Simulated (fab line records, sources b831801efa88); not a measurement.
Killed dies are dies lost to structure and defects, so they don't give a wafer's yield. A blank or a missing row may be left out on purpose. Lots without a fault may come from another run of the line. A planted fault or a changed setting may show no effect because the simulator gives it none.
fab line records | flow sky130
record lots=11 wafers=33 last_day=50
route steps=708 shown CONTACT@409 METAL1@435 PAD_OPEN@708
lots that met no fault: from a run of the same line without faults
start_h: hours from the record's first day to the start of the lot's first wafer shown | wait_h: hours since the lot's step before | " the same as in the row above | L1.1+2: a row that stands for several wafers | - no value, or no start given | * or withheld: withheld | < > ~ a bound
route shown NAME@n: a module of which the file shows steps, and the number in the route of the first | usual: mean/standard deviation of fault-free wafers | same: alike in all rows | chamber/n: place in a boat | sites: the reading at each site | _std_site: their standard deviation | _edge_site: outer sites' mean less inner sites' | radius_mm: how far each site lies from the wafer's centre | mask NAME#n: copy n | behind: the tool/chamber that last shaped the wafer | hold: why the lot was held/for how many hours/how that ended | device: the transistor (n, p or np) that didn't switch | end of line: the same wafers' tests at the end of the route | a step without rows: its recipe alone | killed: dies lost to structure and defects at the first sort, not the wafer's yield | map: a wafer's dies, x killed, . not, _ none there
set.NAME: the setting as run; set.NAME@STEP: as run at that earlier step | model.NAME: the simulator's own value behind a step, which no gauge read
steps of the route over a sample of lots; a table a step, a row a wafer
services: from which hour (start_h, from the record's first day; less than 0 if before it) a tool's chamber was out of use, for how many hours, and why
## steps
# step SKY_CONTACT_THK_MEAS_03
# recipe reads=SiO2_of_CONTACT_HDPCVD_02
# usual CONTACT_HDPCVD_THK=565/6.1
# columns lot.wafer tool chamber start_h wait_h CONTACT_HDPCVD_THK[nm]
L708.1 film_metro-02 - 719.49 0.0 566
L708.3 " - " " 564
L708.6 " - " " 571
L709.1 film_metro-02 - 723.29 0.0 572
L709.3 " - " " 553
L709.4 " - " " 554
L713.3 film_metro-03 - 753.43 0.1 575
L713.4 " - " " 574
L713.5 " - " " 569
L714.2 film_metro-04 - 768.92 0.0 549
L714.3 " - " " 560
L714.6 " - " " 553
L715.2 film_metro-03 - 775.52 0.0 566
L715.5 " - " " 563
L715.6 " - " " 563
L716.3 film_metro-03 - 787.48 0.1 564
L716.4 " - " " 556
L716.6 " - " " 567
L717.1 film_metro-04 - 787.83 0.0 559
L717.3 " - " " 569
L717.5 " - " " 559
L723.3 film_metro-02 - 833.92 0.1 567
L723.4 " - " " 558
L723.5 " - " " 567
L726.1 film_metro-04 - 853.17 0.0 576
L726.3 " - " " 565
L726.6 " - " " 563
L730.2 film_metro-03 - 893.11 0.0 561
L730.3 " - " " 557
L730.5 " - " " 553
L729.1 film_metro-03 - 896.83 0.0 566
L729.2 " - " " 559
L729.6 " - " " 561
# step SKY_METAL1_SPUTTER_01
# recipe material=TiN target_thk_nm=20 power_w=6500 time_s=16.7 chamber_pressure_pa=0.4
# usual cathode_dc_power_W=6500.0/1.3 chamber_pressure_pa=0.4001/0.00078 throttle_valve_pct=29.4/0.97
# columns lot.wafer tool chamber start_h wait_h cathode_dc_power_W chamber_pressure_pa throttle_valve_pct
L708.1 pvd_sputter-03 - 748.21 0.0 6500.9 0.3997 31.0
L708.3 " - " " 6497.8 0.4005 29.4
L708.6 " - " " 6500.9 0.4007 28.9
L709.1 pvd_sputter-01 - 752.91 0.0 6500.3 0.3988 28.9
L709.3 " - " " 6499.2 0.3996 29.6
L709.4 " - " " 6499.9 0.4009 30.1
L713.3 pvd_sputter-01 - 782.80 0.0 6499.1 0.3996 30.4
L713.4 " - " " 6500.1 0.3994 27.3
L713.5 " - " " 6499.0 0.3998 29.1
L714.2 pvd_sputter-03 - 798.14 0.0 6501.9 0.3987 29.1
L714.3 " - " " 6499.5 0.4001 28.9
L714.6 " - " " 6500.5 0.4010 28.9
L715.2 pvd_sputter-01 - 803.80 0.0 6500.9 0.4011 29.7
L715.5 " - " " 6499.8 0.4002 29.1
L715.6 " - " " 6500.7 0.3995 29.4
L716.3 pvd_sputter-01 - 815.45 0.0 6499.6 0.4016 29.4
L716.4 " - " " 6501.9 0.3995 30.1
L716.6 " - " " 6499.1 0.3997 27.7
L717.1 pvd_sputter-04 - 815.57 0.0 6498.7 0.4001 31.4
L717.3 " - " " 6499.6 0.4010 28.7
L717.5 " - " " 6502.0 0.4005 28.7
L723.3 pvd_sputter-03 - 861.35 0.0 6500.7 0.3996 29.0
L723.4 " - " " 6500.5 0.4000 29.2
L723.5 " - " " 6501.5 0.3994 29.0
L726.1 pvd_sputter-01 - 880.42 0.0 6499.4 0.4003 27.6
L726.3 " - " " 6500.5 0.3987 29.3
L726.6 " - " " 6501.4 0.3999 27.5
L730.2 pvd_sputter-01 - 920.89 0.0 6500.7 0.4009 27.4
L730.3 " - " " 6501.4 0.4003 30.0
L730.5 " - " " 6498.7 0.4007 29.1
L729.1 pvd_sputter-03 - 923.40 0.0 6500.6 0.4008 29.0
L729.2 " - " " 6499.5 0.3994 29.1
L729.6 " - " " 6501.0 0.3990 29.1
# step SKY_METAL1_SPUTTER_03
# recipe material=Ti target_thk_nm=5 power_w=3000 time_s=3.3 chamber_pressure_pa=0.4
# usual cathode_dc_power_W=3000.0/0.5 chamber_pressure_pa=0.4000/0.00073 throttle_valve_pct=29.4/0.98
# columns lot.wafer tool chamber start_h wait_h cathode_dc_power_W chamber_pressure_pa throttle_valve_pct
L708.1 pvd_sputter-03 - 748.26 0.0 3000.2 0.3998 31.2
L708.3 " - " " 3000.7 0.3984 29.2
L708.6 " - " " 2999.9 0.4007 28.8
L709.1 pvd_sputter-01 - 752.96 0.0 3000.1 0.4007 29.1
L709.3 " - " " 2999.6 0.4005 29.6
L709.4 " - " " 2999.9 0.3994 30.2
L713.3 pvd_sputter-01 - 782.85 0.0 2999.0 0.4010 30.2
L713.4 " - " " 3000.2 0.3990 27.4
L713.5 " - " " 2999.8 0.3999 29.2
L714.2 pvd_sputter-03 - 798.19 0.0 2999.8 0.4004 29.3
L714.3 " - " " 3000.0 0.3991 28.9
L714.6 " - " " 3000.2 0.3996 29.0
L715.2 pvd_sputter-01 - 803.85 0.0 2999.7 0.3991 29.7
L715.5 " - " " 2999.7 0.4004 29.3
L715.6 " - " " 2998.8 0.4001 29.7
L716.3 pvd_sputter-01 - 815.50 0.0 3000.3 0.3999 29.6
L716.4 " - " " 2999.8 0.4001 30.2
L716.6 " - " " 2999.8 0.3994 27.6
L717.1 pvd_sputter-04 - 815.62 0.0 2999.8 0.3995 31.4
L717.3 " - " " 2999.5 0.4005 28.7
L717.5 " - " " 2999.2 0.3997 28.9
L723.3 pvd_sputter-03 - 861.40 0.0 3000.4 0.3980 29.0
L723.4 " - " " 2999.8 0.4000 29.2
L723.5 " - " " 3000.0 0.3994 28.5
L726.1 pvd_sputter-01 - 880.47 0.0 2999.9 0.4005 27.5
L726.3 " - " " 3000.5 0.4002 29.3
L726.6 " - " " 3000.0 0.4008 27.7
L730.2 pvd_sputter-01 - 920.94 0.0 3000.4 0.4004 27.6
L730.3 " - " " 2999.8 0.3998 30.3
L730.5 " - " " 3000.1 0.4002 29.0
L729.1 pvd_sputter-03 - 923.45 0.0 3000.0 0.3995 28.9
L729.2 " - " " 2999.7 0.4000 28.6
L729.6 " - " " 2998.6 0.3985 28.7
# step SKY_METAL1_SPUTTER_04
# recipe material=TiN target_thk_nm=70 power_w=6500 time_s=58.3 chamber_pressure_pa=0.4
# usual cathode_dc_power_W=6500.1/1.1 chamber_pressure_pa=0.4000/0.0008 throttle_valve_pct=29.4/0.96
# columns lot.wafer tool chamber start_h wait_h cathode_dc_power_W chamber_pressure_pa throttle_valve_pct
L708.1 pvd_sputter-03 - 748.28 0.0 6501.0 0.4009 30.8
L708.3 " - " " 6499.5 0.3993 28.9
L708.6 " - " " 6498.7 0.3997 28.7
L709.1 pvd_sputter-01 - 752.98 0.0 6501.4 0.4014 29.3
L709.3 " - " " 6500.0 0.4007 29.8
L709.4 " - " " 6499.2 0.4005 30.3
L713.3 pvd_sputter-01 - 782.87 0.0 - - -
L713.4 " - " " - - -
L713.5 " - " " - - -
L714.2 pvd_sputter-03 - 798.21 0.0 - - -
L714.3 " - " " - - -
L714.6 " - " " - - -
L715.2 pvd_sputter-01 - 803.87 0.0 - - -
L715.5 " - " " - - -
L715.6 " - " " - - -
L716.3 pvd_sputter-01 - 815.52 0.0 6499.5 0.3996 29.6
L716.4 " - " " 6499.8 0.3993 30.1
L716.6 " - " " 6500.2 0.4000 27.5
L717.1 pvd_sputter-04 - 815.64 0.0 6500.1 0.3998 31.5
L717.3 " - " " 6498.0 0.4005 29.0
L717.5 " - " " 6500.2 0.4011 28.6
L723.3 pvd_sputter-03 - 861.42 0.0 6498.7 0.4006 29.2
L723.4 " - " " 6497.9 0.4001 29.4
L723.5 " - " " 6501.3 0.4008 28.7
L726.1 pvd_sputter-01 - 880.49 0.0 6498.7 0.3997 27.5
L726.3 " - " " 6500.5 0.3989 29.1
L726.6 " - " " 6499.6 0.3998 27.4
L730.2 pvd_sputter-01 - 920.96 0.0 6499.6 0.4001 27.4
L730.3 " - " " 6500.0 0.3995 30.3
L730.5 " - " " 6501.9 0.4005 28.6
L729.1 pvd_sputter-03 - 923.47 0.0 6499.7 0.4004 29.2
L729.2 " - " " 6501.4 0.4017 28.8
L729.6 " - " " 6500.0 0.4014 28.6
# step SKY_METAL1_THK_MEAS_06
# recipe thk_meas_gauge=xrf reads=AlCu_of_METAL1_SPUTTER_02
# usual METAL1_ALCU_THK=249/3.8
# columns lot.wafer tool chamber start_h wait_h METAL1_ALCU_THK[nm]
L708.1 film_metro-01 - 748.45 0.1 253
L708.3 " - " " 241
L708.6 " - " " 245
L709.1 film_metro-03 - 753.15 0.1 250
L709.3 " - " " 248
L709.4 " - " " 248
L713.3 film_metro-04 - 783.06 0.1 289
L713.4 " - " " 290
L713.5 " - " " 289
L714.2 film_metro-03 - 798.39 0.1 288
L714.3 " - " " 286
L714.6 " - " " 283
L715.2 film_metro-03 - 804.04 0.1 285
L715.5 " - " " 285
L715.6 " - " " 288
L716.3 film_metro-03 - 815.71 0.1 257
L716.4 " - " " 256
L716.6 " - " " 255
L717.1 film_metro-01 - 815.81 0.1 247
L717.3 " - " " 250
L717.5 " - " " 250
L723.3 film_metro-04 - 861.61 0.1 252
L723.4 " - " " 248
L723.5 " - " " 254
L726.1 film_metro-04 - 880.65 0.1 256
L726.3 " - " " 252
L726.6 " - " " 254
L730.2 film_metro-04 - 921.18 0.1 254
L730.3 " - " " 250
L730.5 " - " " 250
L729.1 film_metro-04 - 923.64 0.1 253
L729.2 " - " " 251
L729.6 " - " " 249
# step SKY_PAD_OPEN_PROBE_99
# usual defect_limited_yield=82.8/2.1 killed_at_M0_to_M3=42/6.6 killed_at_M4_up=3.1/1.9 killed_at_contacts=24/5.6 killed_at_front_end=15/4.8 killed_at_other=0.3/0.48 killed_dies=84/10 killed_on_rim=16/3.9 killed_open=47/6.8 killed_short=37/6.8 sort_bin_3_pad_short=0.9/0.48 sort_bin_5_function=10.1/1.4 sort_bin_6_memory=6.2/1.2 sort_n_pass=408/10 sort_yield_pct=82.8/2.1
# same gross_dies=492 killed_at_back_side=0 sort_bin_4_leakage[%]=0 sort_bin_8_speed[%]=0
# columns lot.wafer tool chamber start_h wait_h defect_limited_yield[%] killed_at_M0_to_M3 killed_at_M4_up killed_at_contacts killed_at_front_end killed_at_other killed_dies killed_on_rim killed_open killed_short sort_bin_3_pad_short[%] sort_bin_5_function[%] sort_bin_6_memory[%] sort_n_pass sort_yield_pct[%]
L708.1 prober-02 - 1083.00 0.1 83.3 37 5 27 11 2 82 14 46 36 0.8 8.9 6.9 410 83.3
L708.3 prober-02 - 1083.10 0.2 82.5 45 4 25 12 0 86 15 46 40 0.6 10.4 6.5 406 82.5
L708.6 prober-02 - 1083.25 0.2 81.7 48 3 21 18 0 90 18 52 38 1.0 11.4 5.9 402 81.7
L709.1 prober-01 - 1088.72 0.1 83.1 47 3 19 13 1 83 13 49 34 1.0 9.1 6.7 409 83.1
L709.3 prober-01 - 1088.82 0.2 81.1 42 2 28 21 0 93 8 50 43 0.6 10.6 7.7 399 81.1
L709.4 prober-01 - 1088.87 0.2 79.5 46 2 22 31 0 101 18 51 50 0.8 11.2 8.5 391 79.5
L713.3 prober-01 - 1109.58 0.2 78.3 53 1 33 20 0 107 14 68 39 0.6 13.4 7.7 385 78.3
L713.4 prober-01 - 1109.63 0.2 77.8 43 9 35 21 1 109 22 60 49 1.6 12.6 7.9 383 77.8
L713.5 prober-01 - 1109.68 0.2 79.5 54 1 23 22 1 101 18 57 44 1.2 10.8 8.5 391 79.5
L714.2 prober-02 - 1122.48 0.1 82.5 40 4 27 15 0 86 23 49 37 1.0 10.8 5.7 406 82.5
L714.3 prober-02 - 1122.53 0.2 83.7 33 10 17 20 0 80 12 41 39 1.4 9.6 5.3 412 83.7
L714.6 prober-02 - 1122.68 0.2 85.0 47 3 20 4 0 74 7 38 36 1.8 8.1 5.1 418 85.0
L715.2 prober-01 - 1126.58 0.1 81.7 44 7 26 12 1 90 17 46 44 1.4 11.0 5.9 402 81.7
L715.5 prober-01 - 1126.73 0.2 85.0 29 4 31 10 0 74 14 43 31 1.4 7.7 5.9 418 85.0
L715.6 prober-01 - 1126.78 0.2 83.7 35 6 24 15 0 80 9 46 34 0.8 10.0 5.5 412 83.7
L716.3 prober-02 - 1136.61 0.2 84.8 41 2 19 13 0 75 19 47 28 1.0 7.9 6.3 417 84.8
L716.4 prober-02 - 1136.66 0.2 83.3 35 2 28 17 0 82 17 40 42 1.0 8.5 7.1 410 83.3
L716.6 prober-02 - 1136.76 0.2 81.5 44 5 22 20 0 91 18 50 41 1.0 11.6 5.9 401 81.5
L717.1 prober-01 - 1137.80 0.1 83.3 49 3 20 10 0 82 17 52 30 0.2 8.1 8.3 410 83.3
L717.3 prober-01 - 1137.90 0.2 83.1 37 3 31 12 0 83 13 43 40 1.4 7.7 7.7 409 83.1
L717.5 prober-01 - 1138.00 0.2 85.2 31 8 19 15 0 73 19 44 29 0.4 10.0 4.5 419 85.2
L723.3 prober-01 - 1168.59 0.2 83.1 47 2 22 11 1 83 13 48 35 0.6 9.6 6.7 409 83.1
L723.4 prober-01 - 1168.64 0.2 83.3 49 3 18 12 0 82 14 44 38 1.8 8.9 5.9 410 83.3
L723.5 prober-01 - 1168.69 0.2 82.7 53 1 18 13 0 85 15 45 40 0.6 11.2 5.5 407 82.7
L726.1 prober-02 - 1181.44 0.1 87.6 28 4 21 8 0 61 10 27 34 1.0 6.7 4.7 431 87.6
L726.3 prober-02 - 1181.54 0.2 84.1 31 3 29 14 1 78 15 45 33 0.8 10.6 4.5 414 84.1
L726.6 prober-02 - 1181.69 0.2 83.3 30 6 31 15 0 82 21 47 35 0.6 10.2 5.9 410 83.3
L730.2 prober-02 - 1203.43 0.1 83.9 37 1 26 15 0 79 13 41 38 0.4 8.5 7.1 413 83.9
L730.3 prober-02 - 1203.48 0.2 82.5 36 5 27 18 0 86 17 51 35 0.6 10.2 6.7 406 82.5
L730.5 prober-02 - 1203.58 0.2 85.2 34 3 24 11 1 73 11 38 35 1.4 8.1 5.3 419 85.2
L729.1 prober-01 - 1205.10 0.1 78.7 54 4 25 21 1 105 26 47 58 1.0 13.0 7.3 387 78.7
L729.2 prober-01 - 1205.15 0.1 78.3 58 3 35 11 0 107 25 59 47 2.0 11.6 8.1 385 78.3
L729.6 prober-01 - 1205.35 0.2 83.3 39 5 23 15 0 82 13 48 34 0.2 10.4 6.1 410 83.3
# killed by level:class
L708.1 CONTACT:geometric_particle:open=13 VIA1:geometric_particle:open=7 VIA2:geometric_particle:open=6 LI_CONTACT:geometric_particle:open=5 LOCAL_INTERCONNECT:geometric_particle:short=5 METAL1:geometric_particle:short=5 VIA1:geometric_particle:short=5 VIA3:geometric_particle:open=5
L708.3 CONTACT:geometric_particle:open=9 VIA1:geometric_particle:open=9 LI_CONTACT:geometric_particle:open=6 VIA3:geometric_particle:open=6 VIA1:geometric_particle:short=5 METAL2:geometric_particle:short=5 VIA2:geometric_particle:open=5 METAL3:geometric_particle:short=5
L708.6 VIA1:geometric_particle:open=11 CONTACT:geometric_particle:open=9 VIA2:geometric_particle:open=8 FIELD_ISO:geometric_particle:short=6 METAL1:geometric_particle:short=6 FIELD_ISO:geometric_particle:open=5 LI_CONTACT:geometric_particle:open=5 LOCAL_INTERCONNECT:geometric_particle:short=4
L709.1 VIA1:geometric_particle:open=10 METAL1:geometric_particle:short=8 VIA3:geometric_particle:open=8 POLY_GATE:geometric_particle:open=6 CONTACT:geometric_particle:open=6 LI_CONTACT:geometric_particle:open=5 CONTACT:geometric_particle:short=5 METAL2:geometric_particle:short=5
L709.3 LI_CONTACT:geometric_particle:open=10 CONTACT:geometric_particle:open=10 VIA1:geometric_particle:open=8 POLY_GATE:geometric_particle:short=6 VIA1:geometric_particle:short=6 VIA2:geometric_particle:open=6 LOCAL_INTERCONNECT:geometric_particle:short=5 METAL1:geometric_particle:short=5
L709.4 CONTACT:geometric_particle:open=10 FIELD_ISO:geometric_particle:open=9 VIA1:geometric_particle:open=8 VIA2:geometric_particle:short=8 VIA1:geometric_particle:short=6 VIA3:geometric_particle:open=6 FIELD_ISO:geometric_particle:short=5 POLY_GATE:geometric_particle:short=5
L713.3 VIA3:geometric_particle:open=13 VIA2:geometric_particle:open=12 LI_CONTACT:geometric_particle:open=11 CONTACT:geometric_particle:open=10 VIA1:geometric_particle:open=8 FIELD_ISO:geometric_particle:open=5 CONTACT:geometric_particle:short=5 VIA1:geometric_particle:short=5
L713.4 CONTACT:geometric_particle:open=13 VIA1:geometric_particle:open=12 LI_CONTACT:geometric_particle:open=9 LOCAL_INTERCONNECT:geometric_particle:short=7 VIA2:geometric_particle:open=7 FIELD_ISO:geometric_particle:short=6 VIA1:geometric_particle:short=5 METAL4:geometric_particle:short=5
L713.5 VIA1:geometric_particle:open=14 VIA2:geometric_particle:open=9 VIA1:geometric_particle:short=8 METAL2:geometric_particle:short=8 POLY_GATE:geometric_particle:open=7 LI_CONTACT:geometric_particle:open=7 LOCAL_INTERCONNECT:geometric_particle:short=7 CONTACT:geometric_particle:open=6
L714.2 VIA1:geometric_particle:open=11 CONTACT:geometric_particle:short=8 VIA3:geometric_particle:open=8 LI_CONTACT:geometric_particle:open=6 CONTACT:geometric_particle:open=5 METAL2:geometric_particle:short=5 FIELD_ISO:geometric_particle:short=4 POLY_GATE:geometric_particle:open=4
L714.3 VIA1:geometric_particle:open=10 LI_CONTACT:geometric_particle:open=9 METAL4:geometric_particle:short=6 FIELD_ISO:geometric_particle:short=4 POLY_GATE:geometric_particle:short=4 POLY_GATE:geometric_particle:open=4 CONTACT:geometric_particle:open=4 VIA2:geometric_particle:open=4
L714.6 METAL1:geometric_particle:short=14 VIA1:geometric_particle:open=10 CONTACT:geometric_particle:open=9 VIA2:geometric_particle:open=8 LOCAL_INTERCONNECT:geometric_particle:short=4 VIA1:geometric_particle:short=4 METAL2:geometric_particle:short=4 VIA3:geometric_particle:open=4
L715.2 VIA1:geometric_particle:open=10 VIA2:geometric_particle:open=9 CONTACT:geometric_particle:open=7 VIA3:geometric_particle:open=7 LI_CONTACT:geometric_particle:open=6 LOCAL_INTERCONNECT:geometric_particle:short=6 CONTACT:geometric_particle:short=5 METAL1:geometric_particle:short=5
L715.5 CONTACT:geometric_particle:open=12 VIA1:geometric_particle:open=11 FIELD_ISO:geometric_particle:open=6 LI_CONTACT:geometric_particle:open=5 LOCAL_INTERCONNECT:geometric_particle:short=5 CONTACT:geometric_particle:short=5 VIA1:geometric_particle:short=5 METAL2:geometric_particle:short=4
L715.6 LI_CONTACT:geometric_particle:open=10 CONTACT:geometric_particle:open=9 VIA1:geometric_particle:open=7 POLY_GATE:geometric_particle:short=6 VIA2:geometric_particle:open=5 METAL4:geometric_particle:short=5 POLY_GATE:geometric_particle:open=4 METAL2:geometric_particle:open=4
L716.3 VIA1:geometric_particle:open=10 VIA2:geometric_particle:open=10 CONTACT:geometric_particle:open=8 METAL2:geometric_particle:short=6 FIELD_ISO:geometric_particle:open=4 LI_CONTACT:geometric_particle:open=4 CONTACT:geometric_particle:short=4 VIA3:geometric_particle:open=4
L716.4 CONTACT:geometric_particle:open=10 CONTACT:geometric_particle:short=8 VIA3:geometric_particle:open=7 FIELD_ISO:geometric_particle:open=6 METAL2:geometric_particle:short=6 FIELD_ISO:geometric_particle:short=5 LI_CONTACT:geometric_particle:open=5 VIA1:geometric_particle:short=5
L716.6 VIA1:geometric_particle:open=9 CONTACT:geometric_particle:open=8 VIA3:geometric_particle:open=8 FIELD_ISO:geometric_particle:open=7 METAL2:geometric_particle:short=7 METAL1:geometric_particle:short=6 FIELD_ISO:geometric_particle:short=5 LI_CONTACT:geometric_particle:open=4
L717.1 VIA1:geometric_particle:open=12 VIA3:geometric_particle:open=10 CONTACT:geometric_particle:open=9 METAL2:geometric_particle:short=8 LI_CONTACT:geometric_particle:open=5 CONTACT:geometric_particle:short=5 VIA2:geometric_particle:open=5 FIELD_ISO:geometric_particle:open=3
L717.3 CONTACT:geometric_particle:open=12 METAL1:geometric_particle:short=8 CONTACT:geometric_particle:short=8 VIA1:geometric_particle:open=7 LI_CONTACT:geometric_particle:open=5 VIA1:geometric_particle:short=4 VIA2:geometric_particle:open=4 VIA3:geometric_particle:open=4
L717.5 CONTACT:geometric_particle:open=8 VIA1:geometric_particle:open=8 LI_CONTACT:geometric_particle:open=7 METAL1:geometric_particle:short=6 VIA3:geometric_particle:open=6 FIELD_ISO:geometric_particle:short=5 METAL4:geometric_particle:short=5 FIELD_ISO:geometric_particle:open=4
L723.3 VIA1:geometric_particle:open=16 CONTACT:geometric_particle:open=9 VIA2:geometric_particle:open=9 VIA3:geometric_particle:short=6 CONTACT:geometric_particle:short=5 METAL1:geometric_particle:short=5 LI_CONTACT:geometric_particle:open=4 LOCAL_INTERCONNECT:geometric_particle:short=3
L723.4 CONTACT:geometric_particle:open=10 VIA1:geometric_particle:open=8 VIA1:geometric_particle:short=8 METAL1:geometric_particle:short=7 METAL2:geometric_particle:short=7 VIA2:geometric_particle:open=6 LI_CONTACT:geometric_particle:open=4 VIA2:geometric_particle:short=4
L723.5 VIA1:geometric_particle:open=12 METAL2:geometric_particle:short=8 VIA1:geometric_particle:short=8 VIA3:geometric_particle:open=8 CONTACT:geometric_particle:open=7 POLY_GATE:geometric_particle:open=5 METAL3:geometric_particle:short=5 METAL1:geometric_particle:short=4
L726.1 VIA2:geometric_particle:short=7 METAL2:geometric_particle:short=7 LI_CONTACT:geometric_particle:open=5 CONTACT:geometric_particle:open=5 LOCAL_INTERCONNECT:geometric_particle:short=4 CONTACT:geometric_particle:short=4 LI_CONTACT:geometric_particle:short=3 VIA1:geometric_particle:open=3
L726.3 CONTACT:geometric_particle:open=10 LI_CONTACT:geometric_particle:open=8 LOCAL_INTERCONNECT:geometric_particle:short=8 VIA2:geometric_particle:open=7 VIA3:geometric_particle:open=6 METAL1:geometric_particle:short=6 FIELD_ISO:geometric_particle:open=4 VIA1:geometric_particle:open=4
L726.6 CONTACT:geometric_particle:open=17 METAL2:geometric_particle:short=7 POLY_GATE:geometric_particle:open=5 LI_CONTACT:geometric_particle:open=5 VIA1:geometric_particle:open=5 LOCAL_INTERCONNECT:geometric_particle:short=5 VIA2:geometric_particle:open=4 VIA3:geometric_particle:open=4
L730.2 CONTACT:geometric_particle:open=9 LI_CONTACT:geometric_particle:open=8 VIA2:geometric_particle:open=6 METAL2:geometric_particle:short=6 FIELD_ISO:geometric_particle:open=5 VIA1:geometric_particle:short=5 METAL1:geometric_particle:short=5 CONTACT:geometric_particle:short=4
L730.3 VIA1:geometric_particle:open=11 CONTACT:geometric_particle:open=10 FIELD_ISO:geometric_particle:open=9 CONTACT:geometric_particle:short=8 VIA2:geometric_particle:open=5 LI_CONTACT:geometric_particle:open=5 FIELD_ISO:geometric_particle:short=4 METAL2:geometric_particle:short=4
L730.5 LI_CONTACT:geometric_particle:open=8 CONTACT:geometric_particle:open=7 METAL1:geometric_particle:short=6 VIA1:geometric_particle:short=6 VIA1:geometric_particle:open=5 FIELD_ISO:geometric_particle:short=4 FIELD_ISO:geometric_particle:open=4 LOCAL_INTERCONNECT:geometric_particle:short=4
L729.1 VIA1:geometric_particle:open=13 METAL2:geometric_particle:short=9 CONTACT:geometric_particle:short=7 FIELD_ISO:geometric_particle:short=6 VIA3:geometric_particle:short=6 VIA1:geometric_particle:short=6 VIA3:geometric_particle:open=6 VIA2:geometric_particle:open=5
L729.2 VIA1:geometric_particle:open=15 CONTACT:geometric_particle:open=12 VIA3:geometric_particle:open=10 METAL2:geometric_particle:short=9 LI_CONTACT:geometric_particle:open=7 CONTACT:geometric_particle:short=7 VIA2:geometric_particle:open=7 LOCAL_INTERCONNECT:geometric_particle:short=5
L729.6 VIA1:geometric_particle:open=10 VIA3:geometric_particle:open=8 CONTACT:geometric_particle:open=7 LI_CONTACT:geometric_particle:open=6 POLY_GATE:geometric_particle:short=5 VIA1:geometric_particle:short=4 CONTACT:geometric_particle:short=4 VIA2:geometric_particle:short=4
## services
# columns tool chamber start_h hours kind
pvd_sputter-01 - 749.22 2.4 repair
pvd_sputter-04 3 761.93 - consumable_replace:kit
pvd_sputter-04 3 761.93 18.0 scheduled_down
pvd_sputter-04 3 761.93 18.0 vent_cycle
pvd_sputter-03 - 785.43 3.6 repair
pvd_sputter-03 - 787.33 2.6 repair
pvd_sputter-03 - 832.78 2.4 repair
pvd_sputter-01 2 860.34 - consumable_replace:kit
pvd_sputter-01 2 860.34 18.0 scheduled_down
pvd_sputter-01 2 860.34 18.0 vent_cycle
pvd_sputter-01 - 908.64 2.2 repair
## key
first_sign step=SKY_METAL1_SPUTTER_04 reading=tool_record direction=missing
effect step=SKY_METAL1_THK_MEAS_06 reading=METAL1_ALCU_THK direction=up sigmas=10 usual=249 struck=287
met_at SKY_METAL1_SPUTTER_04
struck_lots L713,L714,L715
not_acting_at SKY_CONTACT_THK_MEAS_03,SKY_METAL1_SPUTTER_01,SKY_METAL1_SPUTTER_03
onset_between 752.98 782.87
fault kind=skipped_step_whole tool=pvd_sputter-01,pvd_sputter-03 chamber=- onset_h=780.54 steps=SKY_METAL1_SPUTTER_04 scope=struck_lots_only
